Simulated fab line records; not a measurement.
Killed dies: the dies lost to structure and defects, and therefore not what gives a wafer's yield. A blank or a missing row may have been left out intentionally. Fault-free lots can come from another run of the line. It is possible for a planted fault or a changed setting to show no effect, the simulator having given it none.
Which tool is to blame? || flow sky130 || Sampling: 11 lots, 33 wafers, 3 of 708 route steps

## WHAT THE GAUGES SHOWED, per wafer
SKY_VIA4_OVL_MEAS_11.
{"lot": "L891", "measured": "day 42 20:19", "on": "overlay-01", "VIA4_OVL (nm)": "0.1 -0.6 0.1"}
{"lot": "L894", "measured": "day 43 18:23", "on": "overlay-02", "VIA4_OVL (nm)": "1.3 -1.3 1.9"}
{"lot": "L895", "measured": "day 44 08:19", "on": "overlay-01", "VIA4_OVL (nm)": "0.8 -1.8 -1.7"}
{"lot": "L897", "measured": "day 44 09:34", "on": "overlay-02", "VIA4_OVL (nm)": "1.9 0.8 -0.6"}
{"lot": "L896", "measured": "day 44 12:10", "on": "overlay-02", "VIA4_OVL (nm)": "-0.4 0.9 1.7"}
{"lot": "L899", "measured": "day 45 14:01", "on": "overlay-01", "VIA4_OVL (nm)": "0.2 -0.4 -0.8"}
{"lot": "L903", "measured": "day 46 06:37", "on": "overlay-02", "VIA4_OVL (nm)": "-1.0 -1.8 -1.1"}
{"lot": "L904", "measured": "day 46 10:17", "on": "overlay-02", "VIA4_OVL (nm)": "-1.6 -1.1 0.2"}
{"lot": "L906", "measured": "day 47 06:35", "on": "overlay-02", "VIA4_OVL (nm)": "-3.3 -1.5 -0.4"}
{"lot": "L911", "measured": "day 48 01:59", "on": "overlay-01", "VIA4_OVL (nm)": "2.7 -0.3 0.4"}
{"lot": "L912", "measured": "day 48 14:52", "on": "overlay-01", "VIA4_OVL (nm)": "0.6 -1.0 0.2"}

## TOOL THAT RAN EACH LOT (tool first, then ch and the chambers of the sampled wafers, then the start)
{"lot": "L891", "SKY_VIA1_ETCH_15": "rie diel-04 ch 0,2, day 34 00:12", "SKY_METAL4_DESCUM_15": "rie metal-03 ch 0,1, day 41 19:42"}
{"lot": "L894", "SKY_VIA1_ETCH_15": "rie diel-03 ch 0,1, day 35 00:58", "SKY_METAL4_DESCUM_15": "rie metal-01 ch 0, day 42 18:14"}
{"lot": "L895", "SKY_VIA1_ETCH_15": "rie diel-03 ch 0,2, day 35 15:31", "SKY_METAL4_DESCUM_15": "rie metal-01 ch 0,1, day 43 08:10"}
{"lot": "L897", "SKY_VIA1_ETCH_15": "rie diel-01 ch 0,1,2, day 35 16:59", "SKY_METAL4_DESCUM_15": "rie metal-03 ch 0,1, day 43 09:40"}
{"lot": "L896", "SKY_VIA1_ETCH_15": "rie diel-01 ch 1,3, day 35 18:04", "SKY_METAL4_DESCUM_15": "rie metal-01 ch 1, day 43 11:00"}
{"lot": "L899", "SKY_VIA1_ETCH_15": "rie diel-03 ch 2,3, day 37 05:04", "SKY_METAL4_DESCUM_15": "rie metal-01 ch 0,1, day 44 15:12"}
{"lot": "L903", "SKY_VIA1_ETCH_15": "rie diel-01 ch 1,2, day 37 21:58", "SKY_METAL4_DESCUM_15": "rie metal-01 ch 0,1, day 45 07:53"}
{"lot": "L904", "SKY_VIA1_ETCH_15": "rie diel-01 ch 1,3, day 38 05:01", "SKY_METAL4_DESCUM_15": "rie metal-02 ch 0,1, day 45 11:59"}
{"lot": "L906", "SKY_VIA1_ETCH_15": "rie diel-01 ch 1,2,3, day 39 05:50", "SKY_METAL4_DESCUM_15": "rie metal-01 ch 0, day 46 09:09"}
{"lot": "L911", "SKY_VIA1_ETCH_15": "rie diel-04 ch 0,1,2, day 40 05:38", "SKY_METAL4_DESCUM_15": "rie metal-01 ch 0,1, day 47 05:08"}
{"lot": "L912", "SKY_VIA1_ETCH_15": "rie diel-04 ch 0,2,3, day 40 20:48", "SKY_METAL4_DESCUM_15": "rie metal-01 ch 0, day 47 18:21"}
- SKY_VIA1_ETCH_15: etches SiO2 in C4F8/O2/Ar, stops on TiN, target depth 351 nm, time 54 s.
- SKY_METAL4_DESCUM_15: chemistry O2, time 8 s.

## WHAT THE TOOLS THEMSELVES READ (means of the sampled wafers that have a number; where no wafer has one, the mark that the record gives instead)
SKY_VIA1_ETCH_15.
{"lot": "L891", "tool": "rie diel-04", "chamber pressure mTorr (mTorr)": 40.00, "oes product au (a.u.)": 0.986}
{"lot": "L894", "tool": "rie diel-03", "chamber pressure mTorr (mTorr)": 40.01, "oes product au (a.u.)": 0.980}
{"lot": "L895", "tool": "rie diel-03", "chamber pressure mTorr (mTorr)": 40.01, "oes product au (a.u.)": 0.978}
{"lot": "L897", "tool": "rie diel-01", "chamber pressure mTorr (mTorr)": 39.99, "oes product au (a.u.)": 0.985}
{"lot": "L896", "tool": "rie diel-01", "chamber pressure mTorr (mTorr)": 39.99, "oes product au (a.u.)": 0.982}
{"lot": "L899", "tool": "rie diel-03", "chamber pressure mTorr (mTorr)": 40.01, "oes product au (a.u.)": 0.978}
{"lot": "L903", "tool": "rie diel-01", "chamber pressure mTorr (mTorr)": 39.99, "oes product au (a.u.)": 0.986}
{"lot": "L904", "tool": "rie diel-01", "chamber pressure mTorr (mTorr)": 40.00, "oes product au (a.u.)": 0.977}
{"lot": "L906", "tool": "rie diel-01", "chamber pressure mTorr (mTorr)": 40.00, "oes product au (a.u.)": 0.981}
{"lot": "L911", "tool": "rie diel-04", "chamber pressure mTorr (mTorr)": 40.00, "oes product au (a.u.)": 0.979}
{"lot": "L912", "tool": "rie diel-04", "chamber pressure mTorr (mTorr)": 39.99, "oes product au (a.u.)": 0.987}

SKY_METAL4_DESCUM_15.
{"lot": "L891", "tool": "rie metal-03", "chamber pressure mTorr (mTorr)": 10.002, "drypump motor current A (A)": 5.5, "he backside leak sccm (sccm)": 3.26, "oes product au (a.u.)": 0.991}
{"lot": "L894", "tool": "rie metal-01", "chamber pressure mTorr (mTorr)": 9.994, "drypump motor current A (A)": 5.1, "he backside leak sccm (sccm)": 3.64, "oes product au (a.u.)": 0.996}
{"lot": "L895", "tool": "rie metal-01", "chamber pressure mTorr (mTorr)": 9.998, "drypump motor current A (A)": 5.9, "he backside leak sccm (sccm)": 3.77, "oes product au (a.u.)": 0.983}
{"lot": "L897", "tool": "rie metal-03", "chamber pressure mTorr (mTorr)": 10.003, "drypump motor current A (A)": 5.7, "he backside leak sccm (sccm)": 3.37, "oes product au (a.u.)": 1.005}
{"lot": "L896", "tool": "rie metal-01", "chamber pressure mTorr (mTorr)": 9.996, "drypump motor current A (A)": 6.3, "he backside leak sccm (sccm)": 3.68, "oes product au (a.u.)": 0.985}
{"lot": "L899", "tool": "rie metal-01", "chamber pressure mTorr (mTorr)": 9.999, "drypump motor current A (A)": 5.9, "he backside leak sccm (sccm)": 3.62, "oes product au (a.u.)": 0.985}
{"lot": "L903", "tool": "rie metal-01", "chamber pressure mTorr (mTorr)": 9.995, "drypump motor current A (A)": 5.9, "he backside leak sccm (sccm)": 3.77, "oes product au (a.u.)": 0.991}
{"lot": "L904", "tool": "rie metal-02", "chamber pressure mTorr (mTorr)": 10.002, "drypump motor current A (A)": 5.8, "he backside leak sccm (sccm)": 3.42, "oes product au (a.u.)": 0.992}
{"lot": "L906", "tool": "rie metal-01", "chamber pressure mTorr (mTorr)": 10.005, "drypump motor current A (A)": 5.1, "he backside leak sccm (sccm)": 3.63, "oes product au (a.u.)": 0.988}
{"lot": "L911", "tool": "rie metal-01", "chamber pressure mTorr (mTorr)": 9.999, "drypump motor current A (A)": 5.5, "he backside leak sccm (sccm)": 3.61, "oes product au (a.u.)": 0.986}
{"lot": "L912", "tool": "rie metal-01", "chamber pressure mTorr (mTorr)": 10.005, "drypump motor current A (A)": 5.1, "he backside leak sccm (sccm)": 3.50, "oes product au (a.u.)": 0.993}

## THE ANSWER, worked out from the rows above alone
Rule: the usual values come from the lots themselves. The widest of any qualifying gaps counts: lots, ordered by their means at a reading, are off when they make up no more than a third of the lots, leave a main group of 4 or more, and stand apart from it by 3 or more times the standard deviation of that group's means. The tables above print the reading to a certain number of digits; a main group whose means all agree to those digits is not used. A lot without any number at a reading at which 4 lots or more have one is off too. Where the step has rows for the other lots, those lots are counted as sound. First the gauges in route order, then the tools' own readings, where a lot's mean is used as printed above. The first step at which some lot is off is used, and at that step the reading that is off furthest; a lot without a number counts as furthest.
Nothing can be told from this: no lot is off at any reading shown.

## WHAT THE SIMULATOR HAD INSERTED
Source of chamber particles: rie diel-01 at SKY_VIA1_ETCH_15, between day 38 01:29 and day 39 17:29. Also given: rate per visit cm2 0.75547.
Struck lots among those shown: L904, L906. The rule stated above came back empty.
